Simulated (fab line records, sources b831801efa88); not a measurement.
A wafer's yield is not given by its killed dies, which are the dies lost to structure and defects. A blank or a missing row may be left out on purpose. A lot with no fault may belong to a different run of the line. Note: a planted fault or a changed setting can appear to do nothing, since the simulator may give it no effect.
fab line records	flow sky130	part 1 of 2: steps 1 to 23 of 31
record: lots: 5	wafers: 15	lastDay: 50
route steps=708 shown LI_CONTACT@368 LOCAL_INTERCONNECT@387
lots that met no fault: from a run of the same line without faults
startH: start of the lot's first displayed wafer, in hours after the record's first day	waitH: time in hours since the lot's previous step	" repeats the value in the row above	L1.1+2: a row that stands for several wafers	- no value present, or no start provided	* or withheld: withheld	< > ~ a bound
route shown NAME@n: names a module that has steps shown in the file, with the first one's number in the route	usual: mean and standard deviation over wafers with no fault	same: alike in all rows	chamber/n: place in a boat	sites: the reading at each site	_std_site: how widely they spread, as a standard deviation	_edge_site: inner sites' mean taken away from outer sites' mean	radiusMm: for every site, how far away it sits from the centre of the wafer	mask NAME#n: copy n	behind: the tool/chamber that last shaped the wafer	hold: why the lot was held/for how many hours/how that ended	device: the n, p or np transistor that did not switch	end of line: the same wafers' tests at the end of the route	a step without rows: its recipe alone	killed: dies lost to structure and defects at the first sort, not the wafer's yield	map: the dies of a wafer, with x for killed, . for not killed, _ for no die there
set.NAME: the run value of the setting; set.NAME@STEP: its run value at that earlier step	model.NAME: the simulator's own value behind a step, which no gauge read
certain route steps with their lots: each step a table, each wafer a row
services: when a tool's chamber went out of use (startH, in hours from the record's first day, below 0 if earlier), for how many hours, and the reason
== steps ==
step: SKY_LI_CONTACT_COAT_06
recipe: resist: BARC	tempC: withheld	timeS: withheld	spinRpm: 3000	resistThkNm: 60
usual: chillPlateTempC: *	dispensePressureKPa: 46.8/2.1	spinSpeedRpm: 3000.3/2.1
lot.wafer	tool	chamber	startH	waitH	chillPlateTempC	dispensePressureKPa	spinSpeedRpm
L085.1	lithoTrack-02	0	748.44	0.1	*	44.6	2999.5
L085.4	"	0	"	"	*	44.6	3000.7
L085.5	"	0	"	"	*	44.5	3000.2
L088.4	lithoTrack-03	0	790.14	0.1	*	49.4	3004.3
L088.5	"	0	"	"	*	49.4	3001.7
L088.6	"	0	"	"	*	49.4	3002.1
L089.1	lithoTrack-03	0	804.97	0.1	*	49.4	2999.8
L089.3	"	0	"	"	*	49.4	2997.8
L089.5	"	0	"	"	*	49.4	3001.5
L092.2	lithoTrack-03	0	811.29	0.1	*	49.4	2996.8
L092.5	"	0	"	"	*	49.5	3000.3
L092.6	"	0	"	"	*	49.4	2995.5
L094.1	lithoTrack-02	0	827.89	0.1	*	44.6	3001.3
L094.4	"	0	"	"	*	44.6	3001.3
L094.5	"	0	"	"	*	44.6	2999.8
step: SKY_LI_CONTACT_COAT_07
recipe: resist: KrF-thick	spinRpm: 2953	resistThkNm: 450
usual: chillPlateTempC: 23.00/0.11	dispensePressureKPa: 46.8/2.1	spinSpeedRpm: 2953.1/1.8
lot.wafer	tool	chamber	startH	waitH	chillPlateTempC	dispensePressureKPa	spinSpeedRpm
L085.1	lithoTrack-02	0	-	-	23.02	44.5	2952.5
L085.4	"	0	"	"	22.88	44.6	2951.9
L085.5	"	0	"	"	22.89	44.6	2953.9
L088.4	lithoTrack-03	0	-	-	23.05	49.4	2955.0
L088.5	"	0	"	"	23.08	49.4	2955.5
L088.6	"	0	"	"	23.10	49.4	2955.4
L089.1	lithoTrack-03	0	-	-	23.06	49.4	2953.5
L089.3	"	0	"	"	22.94	49.4	2954.3
L089.5	"	0	"	"	22.94	49.4	2953.5
L092.2	lithoTrack-03	0	-	-	23.00	49.4	2953.2
L092.5	"	0	"	"	23.02	49.4	2952.0
L092.6	"	0	"	"	22.86	49.4	2953.3
L094.1	lithoTrack-02	0	-	-	22.95	44.6	2951.3
L094.4	"	0	"	"	23.02	44.6	2952.4
L094.5	"	0	"	"	23.24	44.5	2953.9
step: SKY_LI_CONTACT_SOFTBAKE_08
recipe: tempC: 100	timeS: 90	resist: KrF-thick
usual: chillPlateTempC: 23.02/0.098
lot.wafer	tool	chamber	startH	waitH	chillPlateTempC
L085.1	lithoTrack-02	0	-	-	22.92
L085.4	"	0	"	"	23.01
L085.5	"	0	"	"	23.07
L088.4	lithoTrack-03	0	-	-	22.86
L088.5	"	0	"	"	23.09
L088.6	"	0	"	"	23.07
L089.1	lithoTrack-03	0	-	-	23.05
L089.3	"	0	"	"	23.06
L089.5	"	0	"	"	23.05
L092.2	lithoTrack-03	0	-	-	23.12
L092.5	"	0	"	"	23.13
L092.6	"	0	"	"	23.11
L094.1	lithoTrack-02	0	-	-	23.07
L094.4	"	0	"	"	23.19
L094.5	"	0	"	"	23.02
step: SKY_LI_CONTACT_EXPOSE_09
recipe: maskId: LICM1	na: 0.8	sourceShape: annular	sigmaInner: 0.55	sigmaOuter: 0.85	targetCdNm: 170	doseMj: 38
usual: reticleTempC: 23.00/0.11
same: na: 0.8	sigmaInner: 0.55
lot.wafer	tool	chamber	startH	waitH	mask	reticleTempC
L085.1	krfScanner-02	0	-	-	LICM1#0	22.93
L085.4	"	0	"	"	LICM1#0	23.11
L085.5	"	0	"	"	LICM1#0	23.00
L088.4	krfScanner-01	0	-	-	LICM1#0	22.91
L088.5	"	0	"	"	LICM1#0	22.91
L088.6	"	0	"	"	LICM1#0	22.78
L089.1	krfScanner-02	0	-	-	LICM1#0	23.10
L089.3	"	0	"	"	LICM1#0	22.95
L089.5	"	0	"	"	LICM1#0	23.08
L092.2	krfScanner-01	0	-	-	LICM1#0	23.03
L092.5	"	0	"	"	LICM1#0	22.97
L092.6	"	0	"	"	LICM1#0	22.97
L094.1	krfScanner-02	0	-	-	LICM1#0	22.97
L094.4	"	0	"	"	LICM1#0	23.04
L094.5	"	0	"	"	LICM1#0	23.09
step: SKY_LI_CONTACT_PEB_10
recipe: pebTempC: withheld	pebTimeS: withheld	resist: KrF-thick
usual: chillPlateTempC: *
lot.wafer	tool	chamber	startH	waitH	chillPlateTempC
L085.1	lithoTrack-02	0	-	-	*
L085.4	"	0	"	"	*
L085.5	"	0	"	"	*
L088.4	lithoTrack-02	0	-	-	*
L088.5	"	0	"	"	*
L088.6	"	0	"	"	*
L089.1	lithoTrack-02	0	-	-	*
L089.3	"	0	"	"	*
L089.5	"	0	"	"	*
L092.2	lithoTrack-04	0	-	-	*
L092.5	"	0	"	"	*
L092.6	"	0	"	"	*
L094.1	lithoTrack-02	0	-	-	*
L094.4	"	0	"	"	*
L094.5	"	0	"	"	*
step: SKY_LI_CONTACT_DEVELOP_11
recipe: developTimeS: 60	resist: KrF-thick	devTempC: 21
usual: chillPlateTempC: 22.97/0.12	developerTempC: 21.02/0.086
lot.wafer	tool	chamber	startH	waitH	chillPlateTempC	developerTempC
L085.1	lithoTrack-02	0	-	-	22.96	20.94
L085.4	"	0	"	"	22.87	21.01
L085.5	"	0	"	"	22.88	21.08
L088.4	lithoTrack-02	0	-	-	22.73	20.97
L088.5	"	0	"	"	22.90	21.09
L088.6	"	0	"	"	22.82	21.03
L089.1	lithoTrack-02	0	-	-	22.90	21.02
L089.3	"	0	"	"	23.09	20.99
L089.5	"	0	"	"	22.84	20.93
L092.2	lithoTrack-04	0	-	-	23.09	21.00
L092.5	"	0	"	"	22.96	20.83
L092.6	"	0	"	"	23.10	20.90
L094.1	lithoTrack-02	0	-	-	22.90	21.08
L094.4	"	0	"	"	22.92	21.23
L094.5	"	0	"	"	23.04	21.02
step: SKY_LI_CONTACT_CD_MEAS_12
recipe: targetCdNm: 170
usual: cdNm: 169.8/1.2
lot.wafer	tool	chamber	startH	waitH	cdNm
L085.1	cdSem-01	-	763.24	-	170.1
L085.4	"	-	"	"	169.0
L085.5	"	-	"	"	168.1
L088.4	cdSem-02	-	803.75	-	169.7
L088.5	"	-	"	"	169.7
L088.6	"	-	"	"	169.5
L089.1	cdSem-02	-	818.94	-	169.3
L089.3	"	-	"	"	169.8
L089.5	"	-	"	"	169.6
L092.2	cdSem-02	-	824.55	-	167.8
L092.5	"	-	"	"	169.3
L092.6	"	-	"	"	169.0
L094.1	cdSem-02	-	841.19	-	171.5
L094.4	"	-	"	"	170.5
L094.5	"	-	"	"	170.7
step: SKY_LI_CONTACT_OVL_MEAS_13
usual: LI_CONTACT_OVL: -1/5.1
lot.wafer	tool	chamber	startH	waitH	LI_CONTACT_OVL[nm]
L085.1	overlay-02	-	763.36	0.1	0
L085.4	"	-	"	"	3
L085.5	"	-	"	"	-6
L088.4	overlay-01	-	803.83	0.1	-4
L088.5	"	-	"	"	-5
L088.6	"	-	"	"	-4
L089.1	overlay-01	-	819.06	0.1	3
L089.3	"	-	"	"	3
L089.5	"	-	"	"	4
L092.2	overlay-01	-	824.65	0.1	-5
L092.5	"	-	"	"	1
L092.6	"	-	"	"	-1
L094.1	overlay-02	-	841.31	0.1	-11
L094.4	"	-	"	"	-4
L094.5	"	-	"	"	-5
step: SKY_LI_CONTACT_ETCH_14
recipe: chemistry: N2/H2	target: BARC	ionEnergyEv: 200	sourceW: 500	biasW: 100	pressureMtorr: 30	n2FlowSccm: 100	h2FlowSccm: 200	stopOn: SiO2	timeS: 45.9	targetDepthA: 600
usual: drypumpMotorCurrentA: 5.3/0.34	oesProductAu: 0.855/0.0044	throttleValvePct: 13.225/0.01
lot.wafer	tool	chamber	startH	waitH	drypumpMotorCurrentA	oesProductAu	rfHoursCounterH	throttleValvePct
L085.1	rieDiel-02	3	763.40	0.0	5.3	0.854	14	13.219
L085.4	"	2	"	"	5.1	0.855	17	13.237
L085.5	"	2	"	"	5.0	0.851	-	13.223
L088.4	rieDiel-04	1	803.85	0.0	5.1	0.858	16	13.217
L088.5	"	2	"	"	5.8	0.854	-	13.210
L088.6	"	1	"	"	5.1	0.853	-	13.219
L089.1	rieDiel-01	2	819.10	0.0	4.7	0.853	4	13.231
L089.3	"	0	"	"	5.7	0.856	10	13.217
L089.5	"	3	"	"	5.8	0.859	-	13.236
L092.2	rieDiel-02	2	824.68	0.0	5.0	0.859	19	13.229
L092.5	"	1	"	"	5.2	0.851	-	13.243
L092.6	"	0	"	"	5.0	0.855	-	13.233
L094.1	rieDiel-02	3	841.35	0.0	5.3	0.860	17	13.231
L094.4	"	2	"	"	5.1	0.857	19	13.230
L094.5	"	2	"	"	5.0	0.857	-	13.234
step: SKY_LI_CONTACT_ETCH_15
recipe: target: PSG	chemistry: C4F8/O2/Ar	stopOn: Si	taperDeg: 4.15	maskMaterial: KrF-thick	sourceW: 1500	biasW: 1200	pressureMtorr: 40	c4f8FlowSccm: withheld	O2_flow_sccm: 6	Ar_flow_sccm: 300	timeS: withheld	targetDepthA: 6000
usual: oesProductAu: 0.838/0.0046
lot.wafer	tool	chamber	startH	waitH	oesProductAu
L085.1	rieDiel-02	3	763.44	0.0	0.835
L085.4	"	2	"	"	0.842
L085.5	"	2	"	"	0.841
L088.4	rieDiel-04	1	803.89	0.0	0.841
L088.5	"	2	"	"	0.827
L088.6	"	1	"	"	0.834
L089.1	rieDiel-01	2	819.14	0.0	0.840
L089.3	"	0	"	"	0.834
L089.5	"	3	"	"	0.840
L092.2	rieDiel-02	2	824.73	0.0	0.839
L092.5	"	1	"	"	0.841
L092.6	"	0	"	"	0.839
L094.1	rieDiel-02	3	841.39	0.0	0.837
L094.4	"	2	"	"	0.841
L094.5	"	2	"	"	0.842
step: SKY_LI_CONTACT_STRIP_16
recipe: chemistry: O2/N2	powerW: 1400	pressureMtorr: 1500	platenTempC: withheld	o2FlowSccm: 3000	n2FlowSccm: 300	overashFraction: 0.5
usual: drypumpMotorCurrentA: 5.5/0.46	oesProductAu: 0.378/0.0046	stripTimeToEndpointS: 3.55/0.049
lot.wafer	tool	chamber	startH	waitH	drypumpMotorCurrentA	oesProductAu	rfHoursCounterH	stripTimeToEndpointS
L085.1	plasmaAsher-03	1	763.52	-	5.0	0.373	2	3.51
L085.4	"	1	"	"	5.0	0.384	-	3.58
L085.5	"	1	"	"	5.0	0.379	-	3.56
L088.4	plasmaAsher-03	1	804.01	-	5.0	0.377	-	3.67
L088.5	"	1	"	"	5.0	0.381	-	3.57
L088.6	"	0	"	"	6.0	0.374	-	3.66
L089.1	plasmaAsher-01	0	819.22	-	4.9	0.378	38	3.49
L089.3	"	0	"	"	4.9	0.383	-	3.58
L089.5	"	1	"	"	5.8	0.371	-	3.52
L092.2	plasmaAsher-02	0	824.81	-	6.0	0.377	101	3.54
L092.5	"	0	"	"	6.0	0.377	-	3.54
L092.6	"	1	"	"	5.4	0.377	-	3.50
L094.1	plasmaAsher-01	0	841.48	-	4.9	0.373	41	3.42
L094.4	"	0	"	"	4.9	0.366	-	3.52
L094.5	"	0	"	"	4.9	0.377	-	3.55
step: SKY_LI_CONTACT_CLEAN_17
recipe: chemistry: NMP	timeS: 600	tempC: 60	dry: n2Spin
lot.wafer	tool	chamber	startH	waitH
L085.1+4+5	wetBench-01	0	763.62	0.1
L088.4+5+6	wetBench-01	0	804.07	0.0
L089.1+3+5	wetBench-01	1	819.32	0.1
L092.2+5+6	wetBench-01	2	824.91	0.1
L094.1+4+5	wetBench-04	2	841.58	0.1
step: SKY_LI_CONTACT_PRE_CLEAN_18
recipe: gas: Ar	timeS: 5.6	biasV: 358
lot.wafer	tool	chamber	startH	waitH
L085.1+4+5	pvdSputter-03	-	763.83	0.0
L088.4+5+6	pvdSputter-02	-	804.25	0.0
L089.1+3+5	pvdSputter-01	-	819.50	0.0
L092.2+5+6	pvdSputter-01	-	825.09	0.0
L094.1+4+5	pvdSputter-01	-	841.75	0.0
step: SKY_LI_CONTACT_SPUTTER_19
recipe: material: Ti	targetThkNm: 20	chamberPressurePa: 5	powerW: 2500	substrateTempC: 200	timeS: 106.37
usual: cathodeDcPowerW: 2500.1/0.45	throttleValvePct: 29.9/1.1
lot.wafer	tool	chamber	startH	waitH	cathodeDcPowerW	throttleValvePct
L085.1	pvdSputter-03	-	763.85	0.0	2498.9	28.5
L085.4	"	-	"	"	2499.5	30.2
L085.5	"	-	"	"	2499.7	28.6
L088.4	pvdSputter-02	-	804.27	0.0	2500.4	30.9
L088.5	"	-	"	"	2500.1	28.3
L088.6	"	-	"	"	2500.0	31.6
L089.1	pvdSputter-01	-	819.52	0.0	2499.9	31.2
L089.3	"	-	"	"	2499.3	29.0
L089.5	"	-	"	"	2500.2	28.8
L092.2	pvdSputter-01	-	825.11	0.0	2500.6	31.3
L092.5	"	-	"	"	2500.1	31.1
L092.6	"	-	"	"	2499.8	29.2
L094.1	pvdSputter-01	-	841.77	0.0	2499.7	29.4
L094.4	"	-	"	"	2500.7	31.3
L094.5	"	-	"	"	2500.1	29.1
step: SKY_LI_CONTACT_SPUTTER_20
recipe: material: TiN	targetThkNm: 20	chamberPressurePa: 5	powerW: 4000	timeS: 80
usual: cathodeDcPowerW: 4000.0/0.69	throttleValvePct: 29.9/1.1
lot.wafer	tool	chamber	startH	waitH	cathodeDcPowerW	throttleValvePct
L085.1	pvdSputter-03	-	763.93	0.0	4000.1	28.7
L085.4	"	-	"	"	4000.5	30.0
L085.5	"	-	"	"	4000.5	28.8
L088.4	pvdSputter-02	-	804.35	0.0	3999.6	31.0
L088.5	"	-	"	"	3999.0	28.2
L088.6	"	-	"	"	4000.4	31.8
L089.1	pvdSputter-01	-	819.60	0.0	3999.7	31.0
L089.3	"	-	"	"	4000.5	28.9
L089.5	"	-	"	"	4000.6	29.2
L092.2	pvdSputter-01	-	825.18	0.0	4000.2	31.3
L092.5	"	-	"	"	4001.4	31.1
L092.6	"	-	"	"	3999.3	29.3
L094.1	pvdSputter-01	-	841.85	0.0	4000.3	29.3
L094.4	"	-	"	"	3999.8	31.3
L094.5	"	-	"	"	3999.7	29.2
step: SKY_LI_CONTACT_CVD_21
recipe: material: W	targetThkNm: 400	timeS: 120.56	tempC: 400	pressureTorr: 40
usual: heaterPowerW: 828/50
lot.wafer	tool	chamber	startH	waitH	heaterPowerW
L085.1	cvdW-01	0	763.99	0.0	865
L085.4	"	0	"	"	822
L085.5	"	0	"	"	856
L088.4	cvdW-02	1	804.48	0.1	789
L088.5	"	1	"	"	781
L088.6	"	0	"	"	792
L089.1	cvdW-02	0	819.66	0.0	798
L089.3	"	0	"	"	801
L089.5	"	0	"	"	822
L092.2	cvdW-02	0	825.24	0.0	789
L092.5	"	1	"	"	804
L092.6	"	0	"	"	782
L094.1	cvdW-02	1	841.91	0.0	790
L094.4	"	1	"	"	810
L094.5	"	1	"	"	797
step: SKY_LI_CONTACT_RS_MEAS_22
recipe: thkMeasGauge: four-point-probe	reads: W_of_LI_CONTACT_CVD_21+TiN_of_LI_CONTACT_SPUTTER_20+Ti_of_LI_CONTACT_SPUTTER_19
usual: LI_CONTACT_W_RS: 0.2841/0.0028
lot.wafer	tool	chamber	startH	waitH	LI_CONTACT_W_RS[ohm/sq]
L085.1	filmMetro-01	-	764.12	0.1	0.2860
L085.4	"	-	"	"	0.2838
L085.5	"	-	"	"	0.2832
L088.4	filmMetro-04	-	804.63	0.1	0.2826
L088.5	"	-	"	"	0.2820
L088.6	"	-	"	"	0.2775
L089.1	filmMetro-01	-	819.78	0.1	0.2810
L089.3	"	-	"	"	0.2826
L089.5	"	-	"	"	0.2818
L092.2	filmMetro-04	-	825.39	0.1	0.2854
L092.5	"	-	"	"	0.2869
L092.6	"	-	"	"	0.2833
L094.1	filmMetro-01	-	842.03	0.1	0.2856
L094.4	"	-	"	"	0.2846
L094.5	"	-	"	"	0.2860
step: SKY_LI_CONTACT_THK_MEAS_23
recipe: thkMeasGauge: xrf	reads: W_of_LI_CONTACT_CVD_21
usual: LI_CONTACT_W_THK: 407/6.3
lot.wafer	tool	chamber	startH	waitH	LI_CONTACT_W_THK[nm]
L085.1	filmMetro-01	-	764.24	0.1	397
L085.4	"	-	"	"	400
L085.5	"	-	"	"	402
L088.4	filmMetro-04	-	804.72	0.1	415
L088.5	"	-	"	"	418
L088.6	"	-	"	"	425
L089.1	filmMetro-01	-	819.90	0.1	407
L089.3	"	-	"	"	408
L089.5	"	-	"	"	408
L092.2	filmMetro-04	-	825.50	0.1	405
L092.5	"	-	"	"	403
L092.6	"	-	"	"	407
L094.1	filmMetro-01	-	842.15	0.1	399
L094.4	"	-	"	"	399
L094.5	"	-	"	"	397
step: SKY_LI_CONTACT_CMP_24
recipe: stopOn: PSG	tOverpolishS: 20	downForcePsi: 3.5	platenRpm: 60	targetThkNm: 0	padVelocityMS: 0.94248
usual: motorCurrentA: 11.5/1.2	overpolishRunS: 19.999/0.0092	timeToEndpointS: 96/5.3
lot.wafer	tool	chamber	startH	waitH	motorCurrentA	overpolishRunS	timeToEndpointS
L085.1	cmp-01	0	764.30	0.1	12.1	20.011	103
L085.4	"	1	"	"	13.4	20.001	89
L085.5	"	0	"	"	11.4	19.987	101
L088.4	cmp-01	1	804.85	0.1	12.3	20.003	92
L088.6	"	3	"	"	11.6	19.988	96
L088.5	"	0	"	"	11.8	20.008	104
L089.1	cmp-02	2	819.96	0.1	13.4	20.011	98
L089.3	"	1	"	"	10.8	19.995	103
L089.5	"	2	"	"	13.0	19.996	95
L092.2	cmp-02	3	825.60	0.1	9.8	19.989	91
L092.6	"	2	"	"	13.0	19.986	96
L092.5	"	3	"	"	8.8	19.996	87
L094.4	cmp-02	1	842.26	0.1	11.8	19.988	98
L094.1	"	3	"	"	9.3	19.999	91
L094.5	"	1	"	"	11.8	20.006	101
step: SKY_LOCAL_INTERCONNECT_SPUTTER_00
recipe: material: TiN	targetThkNm: 100	tempC: 300	powerW: 6500	timeS: 83.3	chamberPressurePa: 0.4
usual: cathodeDcPowerW: 6500.1/1.3	throttleValvePct: 30.2/1
lot.wafer	tool	chamber	startH	waitH	cathodeDcPowerW	throttleValvePct
L085.1	pvdSputter-04	-	764.60	0.2	6501.6	30.0
L085.4	"	-	"	"	6500.4	30.0
L085.5	"	-	"	"	6501.6	30.8
L088.4	pvdSputter-02	-	805.05	0.1	6501.3	31.8
L088.5	"	-	"	"	6500.1	31.7
L088.6	"	-	"	"	6499.9	30.8
L089.1	pvdSputter-02	-	820.26	0.2	6500.1	30.9
L089.3	"	-	"	"	6499.6	29.7
L089.5	"	-	"	"	6500.1	28.5
L092.2	pvdSputter-02	-	825.85	0.2	6498.4	31.7
L092.5	"	-	"	"	6500.7	31.7
L092.6	"	-	"	"	6501.1	28.5
L094.1	pvdSputter-03	-	842.51	0.1	6499.0	31.7
L094.4	"	-	"	"	6499.0	30.2
L094.5	"	-	"	"	6498.5	31.7
step: SKY_LOCAL_INTERCONNECT_RS_MEAS_01
recipe: thkMeasGauge: four-point-probe	reads: TiN_of_LOCAL_INTERCONNECT_SPUTTER_00
usual: LOCAL_INTERCONNECT_TIN_RS: 14.21/0.22
lot.wafer	tool	chamber	startH	waitH	LOCAL_INTERCONNECT_TIN_RS[ohm/sq]
L085.1	filmMetro-03	-	764.66	0.0	14.05
L085.4	"	-	"	"	14.29
L085.5	"	-	"	"	14.13
L088.4	filmMetro-01	-	805.17	0.1	14.40
L088.5	"	-	"	"	14.41
L088.6	"	-	"	"	14.51
L089.1	filmMetro-03	-	820.32	0.0	14.05
L089.3	"	-	"	"	13.74
L089.5	"	-	"	"	14.36
L092.2	filmMetro-03	-	825.93	0.1	14.16
L092.5	"	-	"	"	14.14
L092.6	"	-	"	"	14.35
L094.1	filmMetro-03	-	842.58	0.0	14.79
L094.4	"	-	"	"	14.56
L094.5	"	-	"	"	14.70
step: SKY_LOCAL_INTERCONNECT_THK_MEAS_02
recipe: thkMeasGauge: xrf	reads: TiN_of_LOCAL_INTERCONNECT_SPUTTER_00
usual: LOCAL_INTERCONNECT_TIN_THK: 98.8/1.5
lot.wafer	tool	chamber	startH	waitH	LOCAL_INTERCONNECT_TIN_THK[nm]
L085.1	filmMetro-03	-	764.78	0.1	100.6
L085.4	"	-	"	"	99.0
L085.5	"	-	"	"	100.0
L088.4	filmMetro-01	-	805.26	0.1	98.0
L088.5	"	-	"	"	98.2
L088.6	"	-	"	"	97.4
L089.1	filmMetro-03	-	820.44	0.1	99.7
L089.3	"	-	"	"	102.3
L089.5	"	-	"	"	97.5
L092.2	filmMetro-03	-	826.04	0.1	98.9
L092.5	"	-	"	"	98.7
L092.6	"	-	"	"	97.3
L094.1	filmMetro-03	-	842.70	0.1	94.4
L094.4	"	-	"	"	95.6
L094.5	"	-	"	"	95.0
step: SKY_LOCAL_INTERCONNECT_DEHYDRATE_03
recipe: tempC: 200	timeS: 60
usual: chillPlateTempC: 22.99/0.1
lot.wafer	tool	chamber	startH	waitH	chillPlateTempC
L085.1	lithoTrack-01	0	777.16	12.4	23.01
L085.4	"	0	"	"	22.91
L085.5	"	0	"	"	23.05
L088.4	lithoTrack-03	0	817.99	12.7	22.96
L088.5	"	0	"	"	23.06
L088.6	"	0	"	"	22.97
L089.1	lithoTrack-02	0	832.29	11.8	22.94
L089.3	"	0	"	"	22.93
L089.5	"	0	"	"	22.91
L092.2	lithoTrack-02	0	838.67	12.6	23.12
L092.5	"	0	"	"	23.15
L092.6	"	0	"	"	23.15
L094.1	lithoTrack-03	0	855.62	12.9	22.91
L094.4	"	0	"	"	22.94
L094.5	"	0	"	"	23.08
